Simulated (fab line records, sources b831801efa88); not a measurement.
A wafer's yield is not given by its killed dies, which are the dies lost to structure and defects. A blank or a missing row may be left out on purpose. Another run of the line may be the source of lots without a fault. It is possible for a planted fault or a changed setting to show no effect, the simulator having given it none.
Comparing a struck lot with a sound one / flow sky130 / 16 steps out of a route of 708
Sound: these wafers, L867.2, L867.4, L867.6. Struck: wafer L878.1 (L878.2, L878.6, from the same lot, were not struck and are left out); the cause is given at the end.
At each step with rows: each side's tool, then ch and its chambers, then its first start. Under that, the readings that differ: sound wafers / struck wafers / difference of the means / sigmas: that difference in standard deviations of wafers without a fault.
alike: same words and numbers on both sides, and readings whose means sit less than 2 such deviations apart. not compared: any withheld reading, any reading some wafer has no value for, any bound like >300 that may hide the same value, and any number with overlapping values for which the record gives no deviation.
Wherever a step has rows on one side only, a row that says differs or no value, or a row with sigmas, the two part there. When numbers do not overlap yet have no deviation, they are printed without sigmas and do not part them. A reading that every wafer of one side lacks parts them only if that side has two wafers or more.

first, 2 steps without rows for these wafers: SKY_METAL4_PEB_11; SKY_METAL4_DEVELOP_12 (develop time 60 s).
SKY_METAL4_CD_MEAS_13 targets a cd of 300 nm.
  sound on cd_sem-01 at day 42 22:44; struck on cd_sem-02 at day 45 18:33
  alike: cd_nm
SKY_METAL4_OVL_MEAS_14:
  sound on overlay-02 at day 42 22:50; struck on overlay-02 at day 45 18:40
  alike: METAL4_OVL
SKY_METAL4_DESCUM_15: chemistry O2, time 8 s.
  sound on rie_metal-03 ch 0, day 42 22:52; struck on rie_metal-01 ch 0, day 45 18:43
reading=drypump_motor_current_A (A); sound=6.2 6.2 6.2; struck=4.9; difference=-1.3; sigmas=-3
reading=oes_product_au (a.u.); sound=0.987 0.973 0.980; struck=1.004; difference=+0.024; sigmas=+2
  alike: he_backside_leak_sccm
  not compared: rf_hours_counter_h
SKY_METAL4_ETCH_16: etches BARC in N2/H2, stops on SiO2, time 88.2 s, target depth 60 nm.
  sound on rie_metal-03 ch 0, day 42 22:53; struck on rie_metal-01 ch 0, day 45 18:44
reading=drypump_motor_current_A (A); sound=6.2 6.2 6.2; struck=4.9; difference=-1.3; sigmas=-3
reading=he_backside_leak_sccm (sccm); sound=3.2 3.5 3.4; struck=4.9; difference=+1.5; sigmas=+5
  alike: oes_product_au, throttle_valve_pct
  not compared: rf_hours_counter_h
SKY_METAL4_ETCH_17: etches SiO2 in C4F8/O2/Ar, stops on TiN, time 3.9 s, target depth 15 nm.
  sound on rie_diel-02 ch 1,2, day 42 22:59; struck on rie_diel-01 ch 2, day 45 18:50
  alike: oes_product_au
  not compared: rf_hours_counter_h
SKY_METAL4_METAL_ETCH_18: etches the open film in Cl2/BCl3, stops on SiO2, target depth 845 nm, time 183.1 s.
  sound on rie_metal-04 ch 0,1, day 42 23:01; struck on rie_metal-03 ch 0, day 45 18:52
  alike: drypump_motor_current_A, he_backside_leak_sccm, oes_product_au, throttle_valve_pct
  not compared: rf_hours_counter_h
SKY_METAL4_STRIP_19: strips in O2/N2.
  sound on plasma_asher-04 ch 1, day 42 23:11; struck on plasma_asher-02 ch 1, day 45 19:02
reading=drypump_motor_current_A (A); sound=5.95 5.89 5.91; struck=5.38; difference=-0.54; sigmas=-3
  alike: oes_product_au, strip_time_to_endpoint_s
  not compared: rf_hours_counter_h
then, 3 steps without rows for these wafers: SKY_METAL4_STRIP_20 (strips in post etch residue remover, time 1200 s); SKY_METAL4_CLEAN_21 (cleans in IPA, time 180 s); SKY_METAL4_CLEAN_22 (cleans in O3/DIW).
SKY_VIA4_HDPCVD_00: deposits SiO2, target thk 1750 nm, time 291.7 s.
  sound on hdpcvd-02 ch 1,2, day 42 23:47; struck on hdpcvd-01 ch 2, day 45 19:38
reading=sih4_flow_sccm (sccm); sound=59.78 60.03 59.84; struck=72.11; difference=+12.23; sigmas=+68
reading=model.SiO2_of_VIA4_HDPCVD_00.thk_nm (nm); sound=1738 1721 1743; struck=2063; difference=+329; sigmas=
SKY_VIA4_THK_MEAS_01:
  sound on film_metro-04 at day 42 23:59; struck on film_metro-02 at day 45 19:49
reading=VIA4_HDPCVD_THK (nm); sound=1738 1720 1743; struck=2062; difference=+328; sigmas=+17
then, 1 step without rows for these wafers: SKY_VIA4_CMP_02 (polishes SiO2).
-- the record jumps here: 3 days lie between the struck wafers' starts before and after (it left off in module VIA4 and takes up again in module PAD_OPEN, whose first step shown is number 708 of the route) --
SKY_PAD_OPEN_PROBE_99:
  rows exist in the record for the struck wafers here (prober-01, day 49 07:36), but not for the sound ones

## WHERE THEY PART
Last at SKY_PAD_OPEN_PROBE_99 as far as this record goes, first at SKY_METAL4_DESCUM_15.

WHY: whatever the simulator had introduced
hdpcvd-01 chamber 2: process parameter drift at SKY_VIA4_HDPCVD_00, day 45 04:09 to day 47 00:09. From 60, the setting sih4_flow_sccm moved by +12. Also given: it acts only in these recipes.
